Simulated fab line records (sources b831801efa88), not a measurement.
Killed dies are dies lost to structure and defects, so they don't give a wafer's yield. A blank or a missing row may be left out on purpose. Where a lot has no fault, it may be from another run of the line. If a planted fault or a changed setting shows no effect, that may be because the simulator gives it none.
fab line records ; flow sky130
record lots=10; wafers=30; lastDay=50
route steps=708 shown VIA1@482 METAL2@500 VIA2@510 PAD_OPEN@708
lots untouched by any fault: they come from a run of this same line in which no faults occurred
startH: hours from the record's opening day to when the first of the lot's shown wafers began ; waitH: time in hours since the lot's previous step ; " as in the row above ; L1.1+2: a single row standing in for several wafers ; - no value, or no start was given ; * or withheld: withheld ; < > ~ a bound
route shown NAME@n: names a module that has steps shown in the file, with the first one's number in the route ; usual: mean and standard deviation over wafers with no fault ; same: alike in all rows ; chamber/n: place in a boat ; sites: the reading at each site ; _std_site: how widely they spread, as a standard deviation ; _edge_site: mean of outer sites minus mean of inner sites ; radiusMm: how far each site lies from the wafer's centre ; mask NAME#n: copy n ; behind: the most recent tool/chamber to have shaped the wafer ; hold: cause of the lot's hold/its duration in hours/its outcome ; device: transistor that didn't switch, given as n, p or np ; end of line: the same wafers' tests at the end of the route ; a step with no rows: only its recipe ; killed: dies lost to structure and defects at the first sort, not the wafer's yield ; map: a wafer's dies, marking killed ones x, the rest . and places with no die _
set.NAME: the setting as run; set.NAME@STEP: as run at that earlier step ; model.NAME: the simulator's own value behind a step, which no gauge read
route steps across a sampled set of lots; one table per step, one row per wafer
services: from which hour (startH, from the record's first day; less than 0 if before it) a tool's chamber was out of use, for how many hours, and why
## steps
# step SKY_VIA1_CMP_24
# recipe stopOn=SiO2; tOverpolishS=15; downForcePsi=3.5; platenRpm=60; targetThkNm=0; padVelocityMS=0.94248
# usual motorCurrentA=11.0/1.5; overpolishRunS=15.001/0.0088; timeToEndpointS=64/3.7
lot.wafer;tool;chamber;startH;waitH;motorCurrentA;overpolishRunS;timeToEndpointS
L835.2;cmp-02;2;800.31;0.0;12.7;14.994;62
L835.6;cmp-02;2;800.31;0.0;13.5;15.006;65
L835.5;cmp-02;3;800.31;0.0;9.5;15.000;60
L836.1;cmp-01;3;806.53;0.1;9.5;14.992;61
L836.6;cmp-01;1;806.53;0.1;11.8;14.998;64
L836.5;cmp-01;2;806.53;0.1;12.9;15.001;68
L837.4;cmp-01;1;816.82;0.1;12.3;14.996;66
L837.2;cmp-01;3;816.82;0.1;10.2;14.992;64
L837.5;cmp-01;0;816.82;0.1;8.9;14.994;71
L844.2;cmp-01;2;871.89;0.1;12.7;14.996;59
L844.4;cmp-01;3;871.89;0.1;9.8;14.989;58
L844.5;cmp-01;2;871.89;0.1;12.8;15.002;66
L846.2;cmp-02;3;891.45;0.0;9.8;15.014;60
L846.3;cmp-02;0;891.45;0.0;9.8;14.990;68
L846.6;cmp-02;0;891.45;0.0;9.2;15.004;71
L851.4;cmp-01;1;924.79;0.0;12.3;15.007;57
L851.2;cmp-01;3;924.79;0.0;10.2;14.992;55
L851.5;cmp-01;1;924.79;0.0;12.2;15.016;55
L852.4;cmp-01;3;931.42;0.0;10.2;14.997;57
L852.3;cmp-01;1;931.42;0.0;12.5;15.001;62
L852.5;cmp-01;3;931.42;0.0;9.6;15.012;58
L853.1;cmp-02;0;949.19;0.1;9.2;14.999;71
L853.2;cmp-02;1;949.19;0.1;11.1;14.999;61
L853.5;cmp-02;0;949.19;0.1;9.6;14.995;68
L856.4;cmp-02;2;957.25;0.2;13.0;15.013;70
L856.6;cmp-02;3;957.25;0.2;9.6;15.011;64
L856.5;cmp-02;0;957.25;0.2;9.1;15.011;71
L857.2;cmp-02;2;961.31;0.4;12.8;15.003;68
L857.3;cmp-02;3;961.31;0.4;9.7;14.987;64
L857.5;cmp-02;2;961.31;0.4;13.6;15.007;70
# step SKY_METAL2_DESCUM_17
# recipe chemistry=O2; sourcePowerW=150; biasPowerW=0; pressureMtorr=10; tempC=40; timeS=8
# usual drypumpMotorCurrentA=6.2/0.38; oesProductAu=0.993/0.0099; rfFwdPowerW=147.0/0.88
lot.wafer;tool;chamber;startH;waitH;drypumpMotorCurrentA;oesProductAu;rfFwdPowerW;rfHoursCounterH
L835.2;rieMetal-04;0;828.52;0.0;6.1;1.009;147.3;10
L835.5;rieMetal-04;1;828.52;0.0;6.1;0.987;146.4;-
L835.6;rieMetal-04;0;828.52;0.0;6.2;1.006;146.7;-
L836.1;rieMetal-01;0;834.89;0.0;5.6;0.993;147.7;1
L836.5;rieMetal-01;1;834.89;0.0;6.8;0.971;146.2;-
L836.6;rieMetal-01;0;834.89;0.0;5.6;0.999;147.9;-
L837.2;rieMetal-02;0;844.59;0.0;6.2;1.001;147.1;8
L837.4;rieMetal-02;1;844.59;0.0;6.3;0.998;146.4;-
L837.5;rieMetal-02;0;844.59;0.0;6.2;1.003;147.0;-
L844.2;rieMetal-04;1;898.37;0.0;6.1;0.987;146.9;10
L844.4;rieMetal-04;0;898.37;0.0;6.2;0.990;147.1;-
L844.5;rieMetal-04;0;898.37;0.0;6.2;0.982;147.2;-
L846.2;rieMetal-04;1;916.89;0.0;6.1;0.988;146.1;10
L846.3;rieMetal-04;0;916.89;0.0;6.2;1.003;147.2;-
L846.6;rieMetal-04;1;916.89;0.0;6.1;0.990;145.5;-
L851.2;rieMetal-01;1;950.07;0.0;6.8;0.983;146.6;13
L851.4;rieMetal-01;0;950.07;0.0;5.6;0.984;148.4;-
L851.5;rieMetal-01;1;950.07;0.0;6.8;0.985;146.4;-
L852.3;rieMetal-04;1;956.35;0.0;6.1;0.986;146.5;-
L852.4;rieMetal-04;0;956.35;0.0;6.1;1.012;147.2;-
L852.5;rieMetal-04;0;956.35;0.0;6.1;1.001;147.5;-
L853.1;rieMetal-01;1;974.44;0.0;6.8;0.980;146.6;15
L853.2;rieMetal-01;0;974.44;0.0;5.6;0.985;148.7;8
L853.5;rieMetal-01;0;974.44;0.0;5.5;0.989;148.7;-
L856.4;rieMetal-01;0;981.55;0.0;5.6;1.000;149.0;-
L856.5;rieMetal-01;1;981.55;0.0;6.8;0.985;146.2;-
L856.6;rieMetal-01;0;981.55;0.0;5.6;0.995;148.1;-
L857.2;rieMetal-01;1;985.84;0.0;6.9;0.987;146.8;16
L857.3;rieMetal-01;1;985.84;0.0;6.8;0.983;146.6;-
L857.5;rieMetal-01;0;985.84;0.0;5.6;0.999;148.1;-
# step SKY_METAL2_METAL_ETCH_19
# recipe targetDepthA=3600; stopOn=SiO2; overEtchFrac=0.3; timeS=78; chemistry=Cl2/BCl3; resistSidewallDeg=88; pressureMtorr=10; icpW=900; biasW=48.5; Cl2_flow_sccm=60; bcl3FlowSccm=30
# usual bcl3FlowSccm=29.99/0.098; biasW=48.48/0.14; drypumpMotorCurrentA=6.2/0.38; mfcCl2Sccm=60.00/0.18; oesProductAu=0.854/0.006; rfFwdPowerW=893/3.7; throttleValvePct=22.265/0.0086
lot.wafer;tool;chamber;startH;waitH;bcl3FlowSccm;biasW;drypumpMotorCurrentA;mfcCl2Sccm;oesProductAu;rfFwdPowerW;rfHoursCounterH;throttleValvePct
L835.2;rieMetal-04;0;828.61;0.0;30.08;48.69;6.1;59.99;0.860;894;10;22.254
L835.5;rieMetal-04;1;828.61;0.0;30.04;48.56;6.1;60.14;0.860;886;-;22.269
L835.6;rieMetal-04;0;828.61;0.0;30.10;48.47;6.1;59.81;0.859;898;-;22.265
L836.1;rieMetal-01;0;834.99;0.0;29.93;48.28;5.6;60.23;0.865;901;1;22.265
L836.5;rieMetal-01;1;834.99;0.0;29.91;48.47;6.8;60.02;0.853;889;-;22.274
L836.6;rieMetal-01;0;834.99;0.0;30.01;48.43;5.6;60.01;0.858;893;-;22.271
L837.2;rieMetal-02;0;844.69;0.0;29.97;48.40;6.2;59.99;0.849;889;8;22.275
L837.4;rieMetal-02;1;844.69;0.0;30.03;48.51;6.3;59.84;0.851;893;-;22.254
L837.5;rieMetal-02;0;844.69;0.0;30.03;48.53;6.2;60.07;0.857;889;-;22.266
L844.2;rieMetal-04;1;898.46;0.0;30.01;48.34;6.1;60.20;0.857;890;10;22.282
L844.4;rieMetal-04;0;898.46;0.0;29.91;48.63;6.2;59.82;0.861;893;-;22.272
L844.5;rieMetal-04;0;898.46;0.0;29.92;48.67;6.1;59.79;0.860;895;-;22.255
L846.2;rieMetal-04;1;916.99;0.0;29.94;48.49;6.1;59.96;0.850;889;11;22.262
L846.3;rieMetal-04;0;916.99;0.0;29.84;48.42;6.1;60.40;0.845;895;-;22.261
L846.6;rieMetal-04;1;916.99;0.0;30.16;48.54;6.1;59.93;0.846;890;-;22.262
L851.2;rieMetal-01;1;950.16;0.0;-;-;-;-;-;-;-;-
L851.4;rieMetal-01;0;950.16;0.0;-;-;-;-;-;-;-;-
L851.5;rieMetal-01;1;950.16;0.0;-;-;-;-;-;-;-;-
L852.3;rieMetal-04;1;956.47;0.1;-;-;-;-;-;-;-;-
L852.4;rieMetal-04;0;956.47;0.1;-;-;-;-;-;-;-;-
L852.5;rieMetal-04;0;956.47;0.1;-;-;-;-;-;-;-;-
L853.1;rieMetal-01;1;974.57;0.1;-;-;-;-;-;-;-;-
L853.2;rieMetal-01;0;974.57;0.1;-;-;-;-;-;-;-;-
L853.5;rieMetal-01;0;974.57;0.1;-;-;-;-;-;-;-;-
L856.4;rieMetal-01;0;981.67;0.1;29.84;48.67;5.6;60.13;0.840;901;-;22.275
L856.5;rieMetal-01;1;981.67;0.1;29.98;48.43;6.8;60.10;0.847;887;-;22.262
L856.6;rieMetal-01;0;981.67;0.1;30.12;48.63;5.6;59.92;0.849;897;-;22.249
L857.2;rieMetal-01;1;985.94;0.0;29.94;48.38;6.8;59.89;0.854;890;16;22.267
L857.3;rieMetal-01;1;985.94;0.0;30.07;48.23;6.8;59.80;0.855;889;-;22.245
L857.5;rieMetal-01;0;985.94;0.0;30.02;48.45;5.6;60.20;0.855;895;-;22.273
# step SKY_METAL2_STRIP_20
# recipe chemistry=O2/N2; powerW=1400; pressureMtorr=1500; platenTempC=withheld; o2FlowSccm=3000; n2FlowSccm=300; overashFraction=0.5
# usual drypumpMotorCurrentA=6.0/0.43; n2FlowSccm=300.1/0.87; oesProductAu=0.343/0.0056; stripTimeToEndpointS=2.73/0.046
lot.wafer;tool;chamber;startH;waitH;drypumpMotorCurrentA;n2FlowSccm;oesProductAu;rfHoursCounterH;stripTimeToEndpointS
L835.2;plasmaAsher-04;1;828.70;0.1;6.0;298.3;0.346;40;2.74
L835.5;plasmaAsher-04;0;828.70;0.1;5.2;299.1;0.354;-;2.81
L835.6;plasmaAsher-04;1;828.70;0.1;6.0;300.0;0.344;-;2.74
L836.1;plasmaAsher-01;0;835.08;0.1;6.2;299.8;0.339;72;2.71
L836.5;plasmaAsher-01;0;835.08;0.1;6.3;299.7;0.340;-;2.80
L836.6;plasmaAsher-01;1;835.08;0.1;6.5;299.7;0.346;-;2.69
L837.2;plasmaAsher-04;0;844.78;0.1;5.3;299.8;0.335;41;2.70
L837.4;plasmaAsher-04;1;844.78;0.1;6.0;300.3;0.347;-;2.73
L837.5;plasmaAsher-04;1;844.78;0.1;6.0;299.9;0.344;-;2.67
L844.2;plasmaAsher-01;0;898.55;0.1;6.2;301.2;0.341;77;2.72
L844.4;plasmaAsher-01;0;898.55;0.1;6.2;300.7;0.347;-;2.67
L844.5;plasmaAsher-01;1;898.55;0.1;6.5;300.0;0.343;-;2.66
L846.2;plasmaAsher-01;1;917.08;0.1;6.5;299.6;0.347;78;2.78
L846.3;plasmaAsher-01;0;917.08;0.1;6.3;299.8;0.347;-;2.73
L846.6;plasmaAsher-01;0;917.08;0.1;6.2;299.1;0.347;-;2.74
L851.2;plasmaAsher-02;1;950.25;0.1;6.0;299.8;0.445;21;5.23
L851.4;plasmaAsher-02;0;950.25;0.1;5.6;300.2;0.441;-;5.21
L851.5;plasmaAsher-02;0;950.25;0.1;5.6;299.9;0.451;-;5.22
L852.3;plasmaAsher-04;0;956.56;0.1;5.3;299.3;0.435;-;5.22
L852.4;plasmaAsher-04;1;956.56;0.1;6.0;298.8;0.444;-;5.21
L852.5;plasmaAsher-04;1;956.56;0.1;6.0;300.1;0.442;-;5.20
L853.1;plasmaAsher-04;1;974.69;0.1;6.0;301.3;0.447;55;5.20
L853.2;plasmaAsher-04;0;974.69;0.1;5.3;301.0;0.454;55;5.21
L853.5;plasmaAsher-04;0;974.69;0.1;5.3;300.1;0.447;-;5.19
L856.4;plasmaAsher-01;1;981.76;0.1;6.5;300.0;0.341;-;2.74
L856.5;plasmaAsher-01;1;981.76;0.1;6.5;300.6;0.344;-;2.79
L856.6;plasmaAsher-01;0;981.76;0.1;6.3;300.0;0.333;-;2.75
L857.2;plasmaAsher-01;0;986.03;0.1;6.3;300.5;0.353;85;2.76
L857.3;plasmaAsher-01;1;986.03;0.1;6.5;301.1;0.339;-;2.77
L857.5;plasmaAsher-01;0;986.03;0.1;6.3;299.9;0.339;-;2.76
# step SKY_VIA2_BOW_MEAS_03
# recipe mode=bow
# usual VIA2_BOW=85/8
lot.wafer;tool;chamber;startH;waitH;VIA2_BOW[um]
L835.2;filmMetro-01;-;829.87;0.1;105
L835.5;filmMetro-01;-;829.87;0.1;104
L835.6;filmMetro-01;-;829.87;0.1;91
L836.1;filmMetro-03;-;836.22;0.2;78
L836.5;filmMetro-03;-;836.22;0.2;76
L836.6;filmMetro-03;-;836.22;0.2;75
L837.2;filmMetro-01;-;845.87;0.1;96
L837.4;filmMetro-01;-;845.87;0.1;85
L837.5;filmMetro-01;-;845.87;0.1;86
L844.2;filmMetro-04;-;899.68;0.3;76
L844.4;filmMetro-04;-;899.68;0.3;78
L844.5;filmMetro-04;-;899.68;0.3;74
L846.2;filmMetro-04;-;918.72;0.2;75
L846.3;filmMetro-04;-;918.72;0.2;75
L846.6;filmMetro-04;-;918.72;0.2;75
L856.4;filmMetro-01;-;982.86;0.3;78
L856.5;filmMetro-01;-;982.86;0.3;85
L856.6;filmMetro-01;-;982.86;0.3;77
L857.2;filmMetro-04;-;987.16;0.2;83
L857.3;filmMetro-04;-;987.16;0.2;83
L857.5;filmMetro-04;-;987.16;0.2;83
# step SKY_PAD_OPEN_PROBE_99
# usual defectLimitedYield=82.5/2; killed_at_M0_to_M3=42/6.6; killed_at_M4_up=3.1/1.9; killedAtContacts=25/5.7; killedAtFrontEnd=16/5; killedAtOther=0.2/0.38; killedDies=86/9.6; killedOnRim=16/4; killedOpen=47/7.2; killedShort=39/6.2; sort_bin_3_pad_short=0.9/0.44; sort_bin_5_function=10.3/1.5; sort_bin_6_memory=6.2/1.1; sortNPass=406/9.6; sortYieldPct=82.5/2
# same grossDies=492; killedAtBackSide=0; sort_bin_4_leakage[%]=0; sort_bin_8_speed[%]=0
lot.wafer;tool;chamber;startH;waitH;defectLimitedYield[%];killed_at_M0_to_M3;killed_at_M4_up;killedAtContacts;killedAtFrontEnd;killedAtOther;killedDies;killedOnRim;killedOpen;killedShort;sort_bin_3_pad_short[%];sort_bin_5_function[%];sort_bin_6_memory[%];sortNPass;sortYieldPct[%]
L844.2;prober-01;-;1136.84;0.1;83.7;47;4;17;12;0;80;20;40;40;1.0;7.5;7.7;412;83.7
L844.4;prober-01;-;1136.94;0.2;78.5;53;4;33;16;0;106;25;61;45;1.2;16.1;4.3;386;78.5
L844.5;prober-01;-;1136.99;0.2;83.7;30;1;32;17;0;80;16;46;34;1.0;8.7;6.5;412;83.7
L846.2;prober-01;-;1149.18;0.1;81.9;43;6;25;14;1;89;15;49;40;1.0;11.4;5.7;403;81.9
L846.3;prober-01;-;1149.23;0.2;83.3;48;0;15;18;1;82;17;37;45;0.6;8.9;7.1;410;83.3
L846.6;prober-01;-;1149.38;0.2;81.5;47;4;21;19;0;91;19;43;48;1.6;11.4;5.5;401;81.5
L851.2;prober-02;-;1177.10;0.1;0;454;2;28;7;1;492;96;48;34;0.4;94.1;5.5;0;0
L851.4;prober-02;-;1177.20;0.2;0;454;2;25;11;0;492;96;36;36;0.6;93.5;5.9;0;0
L851.5;prober-02;-;1177.25;0.2;0;455;3;25;9;0;492;96;53;40;1.0;91.7;7.3;0;0
L852.3;prober-01;-;1178.76;0.2;0;455;2;20;15;0;492;96;46;41;1.4;91.5;7.1;0;0
L852.4;prober-01;-;1178.81;0.2;0;455;8;19;10;0;492;96;46;38;1.0;92.3;6.7;0;0
L852.5;prober-01;-;1178.86;0.2;0;444;2;20;26;0;492;96;45;39;1.6;91.5;6.9;0;0
L853.1;prober-02;-;1189.76;0.1;0;444;3;30;14;1;492;96;60;40;0.6;92.3;7.1;0;0
L853.2;prober-02;-;1189.81;0.1;0;458;1;22;11;0;492;96;49;33;1.4;93.3;5.3;0;0
L853.5;prober-02;-;1189.96;0.2;0;457;1;27;7;0;492;96;46;35;1.2;94.5;4.3;0;0
# killed by level:class
L844.2 VIA3:geometricParticle:open=9 METAL1:geometricParticle:short=8 VIA1:geometricParticle:open=8 CONTACT:geometricParticle:short=7 FIELD_ISO:geometricParticle:short=6 CONTACT:geometricParticle:open=5 VIA1:geometricParticle:short=4 METAL3:geometricParticle:short=4
L844.4 VIA1:geometricParticle:open=17 CONTACT:geometricParticle:open=10 LI_CONTACT:geometricParticle:open=8 LOCAL_INTERCONNECT:geometricParticle:short=8 POLY_GATE:geometricParticle:open=6 METAL3:geometricParticle:short=5 METAL1:geometricParticle:short=5 VIA2:geometricParticle:open=5
L844.5 CONTACT:geometricParticle:open=13 VIA1:geometricParticle:open=9 METAL1:geometricParticle:short=8 CONTACT:geometricParticle:short=5 LOCAL_INTERCONNECT:geometricParticle:short=5 POLY_GATE:geometricParticle:short=4 POLY_GATE:geometricParticle:open=4 VIA2:geometricParticle:open=4
L846.2 LI_CONTACT:geometricParticle:open=12 VIA1:geometricParticle:open=10 METAL2:geometricParticle:short=8 CONTACT:geometricParticle:open=6 METAL1:geometricParticle:short=6 POLY_GATE:geometricParticle:open=5 LOCAL_INTERCONNECT:geometricParticle:short=5 VIA3:geometricParticle:open=5
L846.3 METAL1:geometricParticle:short=11 VIA1:geometricParticle:open=10 FIELD_ISO:geometricParticle:short=7 METAL2:geometricParticle:short=7 CONTACT:geometricParticle:short=6 VIA3:geometricParticle:open=6 FIELD_ISO:geometricParticle:open=4 LI_CONTACT:geometricParticle:open=4
L846.6 VIA1:geometricParticle:open=10 METAL1:geometricParticle:short=8 LI_CONTACT:geometricParticle:open=6 VIA2:geometricParticle:open=6 FIELD_ISO:geometricParticle:short=5 POLY_GATE:geometricParticle:short=5 CONTACT:geometricParticle:open=5 CONTACT:geometricParticle:short=5
L851.2 METAL2:areaEtch=410 CONTACT:geometricParticle:open=15 METAL1:geometricParticle:short=11 VIA1:geometricParticle:open=10 VIA2:geometricParticle:open=5 VIA3:geometricParticle:open=5 POLY_GATE:geometricParticle:short=4 LI_CONTACT:geometricParticle:open=4
L851.4 METAL2:areaEtch=420 CONTACT:geometricParticle:open=7 VIA2:geometricParticle:open=7 VIA1:geometricParticle:open=6 FIELD_ISO:geometricParticle:short=5 CONTACT:geometricParticle:short=5 LI_CONTACT:geometricParticle:open=5 VIA1:geometricParticle:short=5
L851.5 METAL2:areaEtch=399 VIA1:geometricParticle:open=12 VIA3:geometricParticle:open=10 CONTACT:geometricParticle:open=9 VIA2:geometricParticle:open=8 LI_CONTACT:geometricParticle:open=7 LOCAL_INTERCONNECT:geometricParticle:short=6 VIA1:geometricParticle:short=6
L852.3 METAL2:areaEtch=405 VIA1:geometricParticle:open=16 VIA3:geometricParticle:open=10 CONTACT:geometricParticle:open=8 CONTACT:geometricParticle:short=7 POLY_GATE:geometricParticle:short=6 METAL2:geometricParticle:short=6 FIELD_ISO:geometricParticle:short=5
L852.4 METAL2:areaEtch=408 CONTACT:geometricParticle:open=10 VIA2:geometricParticle:open=10 VIA3:geometricParticle:open=8 METAL4:geometricParticle:short=7 VIA1:geometricParticle:open=7 METAL3:geometricParticle:short=5 CONTACT:geometricParticle:short=5
L852.5 METAL2:areaEtch=408 VIA1:geometricParticle:open=9 FIELD_ISO:geometricParticle:open=8 CONTACT:geometricParticle:open=7 FIELD_ISO:geometricParticle:short=5 LI_CONTACT:geometricParticle:open=5 VIA2:geometricParticle:short=5 METAL1:geometricParticle:short=4
L853.1 METAL2:areaEtch=392 CONTACT:geometricParticle:open=15 VIA1:geometricParticle:open=14 VIA2:geometricParticle:open=9 VIA3:geometricParticle:open=6 FIELD_ISO:geometricParticle:open=5 LI_CONTACT:geometricParticle:open=5 VIA1:geometricParticle:short=5
L853.2 METAL2:areaEtch=410 VIA1:geometricParticle:open=15 CONTACT:geometricParticle:open=8 VIA2:geometricParticle:open=7 CONTACT:geometricParticle:short=6 LOCAL_INTERCONNECT:geometricParticle:short=5 METAL1:geometricParticle:short=5 VIA1:geometricParticle:short=5
L853.5 METAL2:areaEtch=411 LI_CONTACT:geometricParticle:open=10 CONTACT:geometricParticle:open=10 VIA3:geometricParticle:open=8 METAL1:geometricParticle:short=6 VIA1:geometricParticle:open=6 METAL2:geometricParticle:short=6 VIA2:geometricParticle:open=6
## services
tool;chamber;startH;hours;kind
plasmaAsher-04;-;778.07;1.8;repair
rieMetal-02;-;781.20;1.4;pm
rieMetal-01;0;787.57;-;clean
rieMetal-01;0;787.57;21.1;scheduledDown
rieMetal-01;0;787.57;21.1;ventCycle
cmp-01;-;799.99;0.9;repair
plasmaAsher-04;-;849.97;2.8;pm
plasmaAsher-01;-;862.99;14.6;pm
cmp-02;-;887.97;0.3;repair
cmp-02;-;911.49;7.9;pm
cmp-01;-;912.00;4.0;pm
cmp-01;-;916.00;-;consumableReplace:conditioner
cmp-01;-;916.00;-;consumableReplace:pad
cmp-01;-;941.45;2.4;repair
cmp-02;-;954.22;0.5;repair
cmp-01;-;954.67;9.8;repair
cmp-01;-;963.10;0.7;repair
cmp-01;-;981.69;0.6;repair
## key
firstSign step=SKY_METAL2_METAL_ETCH_19; reading=toolRecord; direction=missing
effect step=SKY_METAL2_STRIP_20; reading=stripTimeToEndpointS; direction=up; sigmas=54; usual=*; struck=*
effect step=SKY_PAD_OPEN_PROBE_99; reading=killed_at_M0_to_M3; direction=up; sigmas=62; usual=42; struck=453
moreKillsBornAt SKY_METAL2_METAL_ETCH_19@rieMetal-01=2442; SKY_METAL2_METAL_ETCH_19@rieMetal-04=1221
metAt SKY_METAL2_METAL_ETCH_19
struckLots L851,L852,L853
laterRowsLeftOut L851.2,L851.4,L851.5,L852.3,L852.4,L852.5,L853.1,L853.2,L853.5
notActingAt SKY_VIA1_CMP_24,SKY_METAL2_DESCUM_17,SKY_VIA2_BOW_MEAS_03
onsetBetween 916.99 950.16
fault kind=skippedStepWhole; tool=rieMetal-01,rieMetal-04; chamber=-; onsetH=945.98; steps=SKY_METAL2_METAL_ETCH_19; scope=struckLotsOnly
# laterRowsLeftOut: the simulator's readings of these wafers behind a module that went badly wrong aren't trusted and aren't shown, but for the sort
